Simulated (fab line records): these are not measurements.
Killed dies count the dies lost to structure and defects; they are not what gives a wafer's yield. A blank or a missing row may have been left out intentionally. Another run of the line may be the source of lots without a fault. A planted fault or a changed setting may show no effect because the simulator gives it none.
Which tool did it? -- flow gf180mcu -- 13 lots, 39 wafers sampled, at 1 step of a route of 602

WHAT EACH GAUGE READ, for each wafer
GF_DUAL_GATE_OVL_MEAS_11.
lot,measured,on,DUAL_GATE_OVL (nm)
L268,day 8 08:01,overlay-02,-0.5 -1.2 -0.3
L269,day 8 16:55,overlay-01,2.7 1.6 1.0
L273,day 10 01:19,overlay-02,-0.8 1.1 -0.6
L275,day 10 09:22,overlay-01,1.5 -1.5 -0.9
L276,day 10 14:13,overlay-02,-2.8 -0.8 -1.8
L282,day 12 09:10,overlay-02,-2.6 -2.2 -2.9
L283,day 12 18:04,overlay-01,0.4 0.3 2.9
L284,day 13 01:35,overlay-02,0.5 0.6 -1.0
L286,day 13 13:40,overlay-02,0.3 -1.1 0.0
L287,day 14 01:02,overlay-02,-0.2 -0.6 -0.1
L288,day 14 05:01,overlay-02,-0.8 -0.3 0.1
L289,day 14 09:41,overlay-01,2.6 0.0 0.4
L290,day 14 18:40,overlay-02,-2.3 -1.7 -2.0

TOOL THAT RAN EACH LOT (tool first, then ch and the chambers of the sampled wafers, then the start)
The record shows no process step preceding these readings.

WHAT THE TOOLS THEMSELVES READ (means of the sampled wafers that have a number; where no wafer has one, the mark that the record gives instead)
The record holds no such reading with a usual standard deviation.

THE ANSWER, worked out from the rows above alone
Rule: what is usual is taken from the lots themselves. The widest of any qualifying gaps counts: lots, ordered by their means at a reading, are off when they make up no more than a third of the lots, leave a main group of 4 or more, and stand apart from it by 3 or more times the standard deviation of that group's means. A main group whose means are all the same, to the digits that the tables above print for the reading, isn't used. A lot without any number at a reading at which 4 lots or more have one is off too. The other lots that the step has rows for count as sound. After the gauges, taken in route order, come the tools' own readings; for these a lot's mean is taken, as printed above. At the first step where some lot is off, the reading lying furthest off is the one used; lots without a number count as furthest.
No lot is off on any of the readings shown, so nothing can be concluded from this.

WHAT THE SIMULATOR HAD INSERTED
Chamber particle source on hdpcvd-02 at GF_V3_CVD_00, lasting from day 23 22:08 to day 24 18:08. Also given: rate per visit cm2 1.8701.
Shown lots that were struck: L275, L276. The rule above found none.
